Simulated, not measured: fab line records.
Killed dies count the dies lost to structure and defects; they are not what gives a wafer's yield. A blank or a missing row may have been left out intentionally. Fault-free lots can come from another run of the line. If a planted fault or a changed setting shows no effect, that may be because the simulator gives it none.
What tool caused it? || flow gf180mcu || Sampling: 13 lots, 39 wafers, 5 of 602 route steps

WHAT THE GAUGES SHOWED, per wafer
GF_M2_THK_MEAS_06: measures by xrf. Usual: for M2_ALCU_THK the level is 449 nm and the standard deviation is 5.1.
{"lot": "L826", "measured": "day 18 18:58", "on": "film metro-04", "M2_ALCU_THK (nm)": "444 432 446", "flag": ""}
{"lot": "L827", "measured": "day 19 04:27", "on": "film metro-01", "M2_ALCU_THK (nm)": "445 453 437", "flag": ""}
{"lot": "L829", "measured": "day 19 17:44", "on": "film metro-01", "M2_ALCU_THK (nm)": "450 449 450", "flag": ""}
{"lot": "L830", "measured": "day 19 23:15", "on": "film metro-01", "M2_ALCU_THK (nm)": "448 446 445", "flag": ""}
{"lot": "L831", "measured": "day 20 09:08", "on": "film metro-01", "M2_ALCU_THK (nm)": "445 447 447", "flag": ""}
{"lot": "L832", "measured": "day 20 16:42", "on": "film metro-01", "M2_ALCU_THK (nm)": "454 453 449", "flag": ""}
{"lot": "L836", "measured": "day 22 16:19", "on": "film metro-03", "M2_ALCU_THK (nm)": "450 451 453", "flag": ""}
{"lot": "L841", "measured": "day 25 06:04", "on": "film metro-03", "M2_ALCU_THK (nm)": "442 450 448", "flag": ""}
{"lot": "L842", "measured": "day 25 07:08", "on": "film metro-03", "M2_ALCU_THK (nm)": "450 447 445", "flag": ""}
{"lot": "L844", "measured": "day 26 03:49", "on": "film metro-03", "M2_ALCU_THK (nm)": "443 442 448", "flag": ""}
{"lot": "L846", "measured": "day 26 12:20", "on": "film metro-01", "M2_ALCU_THK (nm)": "449 450 450", "flag": ""}
{"lot": "L847", "measured": "day 26 14:33", "on": "film metro-01", "M2_ALCU_THK (nm)": "437 443 443", "flag": ""}
{"lot": "L845", "measured": "day 26 14:44", "on": "film metro-04", "M2_ALCU_THK (nm)": "450 446 452", "flag": ""}

GF_V2_BOW_MEAS_05. Usual: for V2_BOW the level is 100 um and the standard deviation is 8.7.
{"lot": "L826", "measured": "day 19 20:14", "on": "film metro-02", "V2_BOW (um)": "105 106 113", "flag": ""}
{"lot": "L827", "measured": "day 20 05:33", "on": "film metro-04", "V2_BOW (um)": "116 96 99", "flag": ""}
{"lot": "L829", "measured": "day 20 18:16", "on": "film metro-04", "V2_BOW (um)": "99 103 103", "flag": ""}
{"lot": "L830", "measured": "day 21 00:13", "on": "film metro-04", "V2_BOW (um)": "87 89 109", "flag": ""}
{"lot": "L831", "measured": "day 21 10:47", "on": "film metro-04", "V2_BOW (um)": "91 98 92", "flag": ""}
{"lot": "L832", "measured": "day 21 17:57", "on": "film metro-04", "V2_BOW (um)": "95 93 105", "flag": ""}
{"lot": "L836", "measured": "day 23 16:08", "on": "film metro-02", "V2_BOW (um)": "90 101 101", "flag": ""}
{"lot": "L841", "measured": "day 26 04:59", "on": "film metro-02", "V2_BOW (um)": "92 105 118", "flag": ""}
{"lot": "L842", "measured": "day 26 06:19", "on": "film metro-04", "V2_BOW (um)": "93 82 110", "flag": ""}
{"lot": "L844", "measured": "day 27 01:31", "on": "film metro-03", "V2_BOW (um)": "90 90 100", "flag": ""}
{"lot": "L846", "measured": "day 27 10:22", "on": "film metro-02", "V2_BOW (um)": "104 93 109", "flag": ""}
{"lot": "L847", "measured": "day 27 12:12", "on": "film metro-04", "V2_BOW (um)": "82 97 101", "flag": ""}
{"lot": "L845", "measured": "day 27 12:37", "on": "film metro-04", "V2_BOW (um)": "122 112 113", "flag": ""}

GF_V3_THK_MEAS_01. Usual: for V3_CVD_00_THK the level is 598 nm and the standard deviation is 5.3.
{"lot": "L826", "measured": "day 21 21:57", "on": "film metro-03", "V3_CVD_00_THK (nm)": "591 594 590", "flag": ""}
{"lot": "L827", "measured": "day 22 07:53", "on": "film metro-01", "V3_CVD_00_THK (nm)": "602 599 596", "flag": ""}
{"lot": "L829", "measured": "day 22 19:49", "on": "film metro-02", "V3_CVD_00_THK (nm)": "603 596 601", "flag": ""}
{"lot": "L830", "measured": "day 23 01:53", "on": "film metro-02", "V3_CVD_00_THK (nm)": "590 590 601", "flag": ""}
{"lot": "L831", "measured": "day 23 12:10", "on": "film metro-01", "V3_CVD_00_THK (nm)": "600 596 590", "flag": ""}
{"lot": "L832", "measured": "day 23 17:49", "on": "film metro-03", "V3_CVD_00_THK (nm)": "599 600 595", "flag": ""}
{"lot": "L836", "measured": "day 25 13:46", "on": "film metro-02", "V3_CVD_00_THK (nm)": "715 601 598 714 600 598", "flag": "OFF"}
{"lot": "L841", "measured": "day 28 00:49", "on": "film metro-01", "V3_CVD_00_THK (nm)": "594 594 596", "flag": ""}
{"lot": "L842", "measured": "day 28 02:49", "on": "film metro-03", "V3_CVD_00_THK (nm)": "601 598 603", "flag": ""}
{"lot": "L844", "measured": "day 28 18:49", "on": "film metro-02", "V3_CVD_00_THK (nm)": "597 599 595", "flag": ""}
{"lot": "L846", "measured": "day 29 04:54", "on": "film metro-01", "V3_CVD_00_THK (nm)": "601 602 600", "flag": ""}
{"lot": "L847", "measured": "day 29 05:20", "on": "film metro-02", "V3_CVD_00_THK (nm)": "605 598 597", "flag": ""}
{"lot": "L845", "measured": "day 29 05:42", "on": "film metro-01", "V3_CVD_00_THK (nm)": "587 596 594", "flag": ""}

GF_V3_RS_MEAS_24: a four-point-probe measurement. Usual: for V3_W_RS the level is 0.326 ohm/sq and the standard deviation is 0.0045.
{"lot": "L826", "measured": "day 22 22:27", "on": "film metro-02", "V3_W_RS (ohm/sq)": "0.333 0.330 0.330", "flag": ""}
{"lot": "L827", "measured": "day 23 08:01", "on": "film metro-01", "V3_W_RS (ohm/sq)": "0.329 0.329 0.328", "flag": ""}
{"lot": "L829", "measured": "day 23 19:47", "on": "film metro-02", "V3_W_RS (ohm/sq)": "0.329 0.330 0.327", "flag": ""}
{"lot": "L830", "measured": "day 24 01:30", "on": "film metro-03", "V3_W_RS (ohm/sq)": "0.328 0.323 0.326", "flag": ""}
{"lot": "L831", "measured": "day 24 11:08", "on": "film metro-03", "V3_W_RS (ohm/sq)": "0.321 0.323 0.323", "flag": ""}
{"lot": "L832", "measured": "day 24 17:20", "on": "film metro-02", "V3_W_RS (ohm/sq)": "0.327 0.327 0.326", "flag": ""}
{"lot": "L836", "measured": "day 26 13:10", "on": "film metro-03", "V3_W_RS (ohm/sq)": "0.325 0.330 0.326", "flag": ""}
{"lot": "L841", "measured": "day 28 21:43", "on": "film metro-01", "V3_W_RS (ohm/sq)": "0.328 0.325 0.326", "flag": ""}
{"lot": "L842", "measured": "day 28 22:31", "on": "film metro-03", "V3_W_RS (ohm/sq)": "0.334 0.314 0.318", "flag": ""}
{"lot": "L844", "measured": "day 29 14:38", "on": "film metro-02", "V3_W_RS (ohm/sq)": "0.319 0.319 0.327", "flag": ""}
{"lot": "L846", "measured": "day 30 01:26", "on": "film metro-02", "V3_W_RS (ohm/sq)": "0.315 0.325 0.314", "flag": ""}
{"lot": "L847", "measured": "day 30 01:59", "on": "film metro-03", "V3_W_RS (ohm/sq)": "0.328 0.325 0.324", "flag": ""}
{"lot": "L845", "measured": "day 30 02:23", "on": "film metro-03", "V3_W_RS (ohm/sq)": "0.332 0.328 0.326", "flag": ""}

WHICH TOOL RAN EACH LOT (tool, then ch and the chambers of the sampled wafers, then the start)
{"lot": "L826", "GF_V3_CVD_00": "hdpcvd-01 ch 0,1, day 21 21:53"}
{"lot": "L827", "GF_V3_CVD_00": "hdpcvd-02 ch 0,1,2, day 22 07:47"}
{"lot": "L829", "GF_V3_CVD_00": "hdpcvd-02 ch 0,1,2, day 22 19:44"}
{"lot": "L830", "GF_V3_CVD_00": "hdpcvd-02 ch 0,1,2, day 23 01:49"}
{"lot": "L831", "GF_V3_CVD_00": "hdpcvd-01 ch 0,2, day 23 12:05"}
{"lot": "L832", "GF_V3_CVD_00": "hdpcvd-01 ch 0,1, day 23 17:44"}
{"lot": "L836", "GF_V3_CVD_00": "hdpcvd-02 ch 0,1,2, day 25 13:42"}
{"lot": "L841", "GF_V3_CVD_00": "hdpcvd-01 ch 0,1,2, day 28 00:44"}
{"lot": "L842", "GF_V3_CVD_00": "hdpcvd-01 ch 0,1, day 28 02:44"}
{"lot": "L844", "GF_V3_CVD_00": "hdpcvd-01 ch 0,2, day 28 18:44"}
{"lot": "L846", "GF_V3_CVD_00": "hdpcvd-02 ch 0,1,2, day 29 04:50"}
{"lot": "L847", "GF_V3_CVD_00": "hdpcvd-02 ch 1,2, day 29 05:16"}
{"lot": "L845", "GF_V3_CVD_00": "hdpcvd-01 ch 0,1,2, day 29 05:37"}
- GF_V3_CVD_00: deposits SiO2, target thk 600 nm, time 100 s.

WHAT THE TOOLS THEMSELVES READ (means of the sampled wafers that have a number; where no wafer has one, the mark that the record gives instead)
GF_V3_CVD_00. Usual: 60.00 sccm for sih4 flow sccm, sd 0.19.
{"lot": "L826", "tool": "hdpcvd-01", "sih4 flow sccm (sccm)": 59.79, "flag": ""}
{"lot": "L827", "tool": "hdpcvd-02", "sih4 flow sccm (sccm)": 59.90, "flag": ""}
{"lot": "L829", "tool": "hdpcvd-02", "sih4 flow sccm (sccm)": 60.03, "flag": ""}
{"lot": "L830", "tool": "hdpcvd-02", "sih4 flow sccm (sccm)": 60.11, "flag": ""}
{"lot": "L831", "tool": "hdpcvd-01", "sih4 flow sccm (sccm)": 60.00, "flag": ""}
{"lot": "L832", "tool": "hdpcvd-01", "sih4 flow sccm (sccm)": 60.12, "flag": ""}
{"lot": "L836", "tool": "hdpcvd-02", "sih4 flow sccm (sccm)": 64.07, "flag": "OFF"}
{"lot": "L841", "tool": "hdpcvd-01", "sih4 flow sccm (sccm)": 60.01, "flag": ""}
{"lot": "L842", "tool": "hdpcvd-01", "sih4 flow sccm (sccm)": 59.91, "flag": ""}
{"lot": "L844", "tool": "hdpcvd-01", "sih4 flow sccm (sccm)": 59.93, "flag": ""}
{"lot": "L846", "tool": "hdpcvd-02", "sih4 flow sccm (sccm)": 59.82, "flag": ""}
{"lot": "L847", "tool": "hdpcvd-02", "sih4 flow sccm (sccm)": 60.16, "flag": ""}
{"lot": "L845", "tool": "hdpcvd-01", "sih4 flow sccm (sccm)": 59.94, "flag": ""}

THE ANSWER, worked out from the rows above alone
Rule: take the mean of a lot's wafers that have a number; if it is more than 3 standard deviations from the usual mean, the lot is off. Also off: a lot with no number at a reading for which 4 or more lots have one. Where the step has rows for the other lots, those lots are counted as sound. The gauges are gone through in route order, then the tools' own readings, and for those a lot's mean is taken as printed above. The first step at which some lot is off is used, and at that step the reading that is off furthest; a lot without a number counts as furthest.
Off: L836, at GF_V3_THK_MEAS_01 (V3_CVD_00_THK).
A tool fits if, at a process step before that reading, it ran every lot that is off, and no sound lot after the first of them. Not tried: the gauges at GF_V3_THK_MEAS_01; whatever is off there is also off at GF_V3_CVD_00, on other tools, and gauge error can't account for it. No candidate that was tried fits.

WHAT THE SIMULATOR PUT IN
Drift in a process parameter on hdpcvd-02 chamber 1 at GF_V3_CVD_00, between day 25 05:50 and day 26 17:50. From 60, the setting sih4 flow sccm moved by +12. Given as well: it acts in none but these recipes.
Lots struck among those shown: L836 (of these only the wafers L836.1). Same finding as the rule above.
